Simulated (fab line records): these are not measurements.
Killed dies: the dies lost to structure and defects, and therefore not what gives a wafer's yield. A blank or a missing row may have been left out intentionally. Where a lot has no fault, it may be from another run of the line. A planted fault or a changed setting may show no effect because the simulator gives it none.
Problem report in the 8D (eight disciplines) form, filled by code || flow sky130 || the parts of the form that need people (team, actions taken, sign-off) are left out

== 1. WHAT IS WRONG ==
Mean METAL2_ALCU_RS at SKY_METAL2_RS_MEAS_05: 0.1206 ohm/sq over 6 wafers in 2 lots; fault-free wafers: 0.1266 ohm/sq, standard deviation 0.0013. Relative to the usual mean, that is a shift of -4.6 standard deviations.
The step: measures by four-point-probe.
Earliest sighting: wafer L734.1 on film-metro-01 at day 37 18:14. At this step, 30 wafers from 10 lots have a number in the record. Rule for "out", or "out of limits": more than 4 standard deviations from the usual mean. Any other wafer with a number is counted as sound.

== 2. WHAT IT IS, AND WHAT IT ISN'T ==
{"question": "which readings at this step", "is": "METAL2_ALCU_RS", "is not": "-"}
{"question": "which lots", "is": "L734, L735", "is not": "L724, L730, L731, L732, L733, L743, L744, L745"}
{"question": "which wafers of those lots", "is": "all that have a number", "is not": "-"}
{"question": "read on which gauges", "is": "film-metro-01", "is not": "film-metro-02, film-metro-04"}
{"question": "when", "is": "from day 37 18:14", "is not": "up to then (12 sound wafers); but 12 sound wafers of L733, L743, L744, L745 came after"}

== 3. THE SUSPECTS, EACH WITH WHAT RULES IT OUT ==
Counting: a tool at a process step up to the reading stays a suspect if it ran every lot that is out and no sound lot after the first of them.
- the gauge at SKY_METAL2_RS_MEAS_05 has been ruled out. All the wafers that are out were read on film-metro-01, but those of them that SKY_METAL2_SPUTTER_02 has rows for are out there too, on other tools.
- rie-metal-03 at SKY_METAL1_DESCUM_17 (chemistry O2, time 8 s): ruled out as a lasting fault. The sound lots L744, L745 went through it after L734, its earliest lot that is out (day 36 13:13).
- cmp-02 at SKY_VIA1_CMP_24 (polishes, stops on SiO2, t overpolish 15 s, target thk 0 nm): ruled out as a lasting fault. The sound lots L733, L743 went through it after L734, its earliest lot that is out (day 37 17:47).
- pvd-sputter-04 at SKY_METAL2_SPUTTER_02 (material AlCu, target thk 250 nm, time 13.3 s): ruled out as a lasting fault. The sound lots L743, L745 went through it after L734, its earliest lot that is out (day 37 18:08).
Left after counting: nothing in the record.

== 4. THE CAUSE (what the simulator had put in) ==
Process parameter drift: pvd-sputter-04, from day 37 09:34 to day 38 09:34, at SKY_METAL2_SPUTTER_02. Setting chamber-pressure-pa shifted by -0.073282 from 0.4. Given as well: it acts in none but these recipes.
The count ruled it out by mistake, since the rule takes a fault to strike every lot its tool runs from the start of the fault on, and this one did not do so.

== 5. THE EFFECT CHAIN, in route order ==
Rows list readings where the struck wafers' mean (over those with a number) sits beyond 3 standard deviations from the usual. Scope: only readings with a usual standard deviation given in the record; hours: median across lots of the time from each lot's start at the first step in this table that gives one to its start at this step; sigmas: change in usual standard deviations.
{"hours": 0, "step": "SKY_METAL2_SPUTTER_02", "reading": "chamber-pressure-pa", "usual": "0.4000 Pa", "on struck wafers": 0.3264, "change": -0.0736, "sigmas": -98}
{"hours": 0, "step": "SKY_METAL2_SPUTTER_02", "reading": "throttle-valve-pct", "usual": "29.6 %", "on struck wafers": 33.6, "change": "+4.0", "sigmas": "+4.5"}
{"hours": 0, "step": "SKY_METAL2_RS_MEAS_05", "reading": "METAL2_ALCU_RS", "usual": "0.1266 ohm/sq", "on struck wafers": 0.1206, "change": -0.0060, "sigmas": -4.6}
{"hours": 2, "step": "SKY_METAL2_THK_MEAS_06", "reading": "METAL2_ALCU_THK", "usual": "248 nm", "on struck wafers": 258, "change": "+10", "sigmas": "+3.1"}
Its process steps:
- SKY_METAL2_SPUTTER_02: material AlCu, target thk 250 nm, time 13.3 s.

== 6. HOW IT WOULD HAVE BEEN CAUGHT EARLIER ==
Counted from the fault's start at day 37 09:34, it took 9 hours until the first out-of-limits reading at a measuring or inspecting step in this record, taken at day 37 18:14.
Tool's own readings at SKY_METAL2_SPUTTER_02, chamber-pressure-pa, throttle-valve-pct: out on all struck wafers the step has rows for; an alarm limit on them would have tripped on the first.
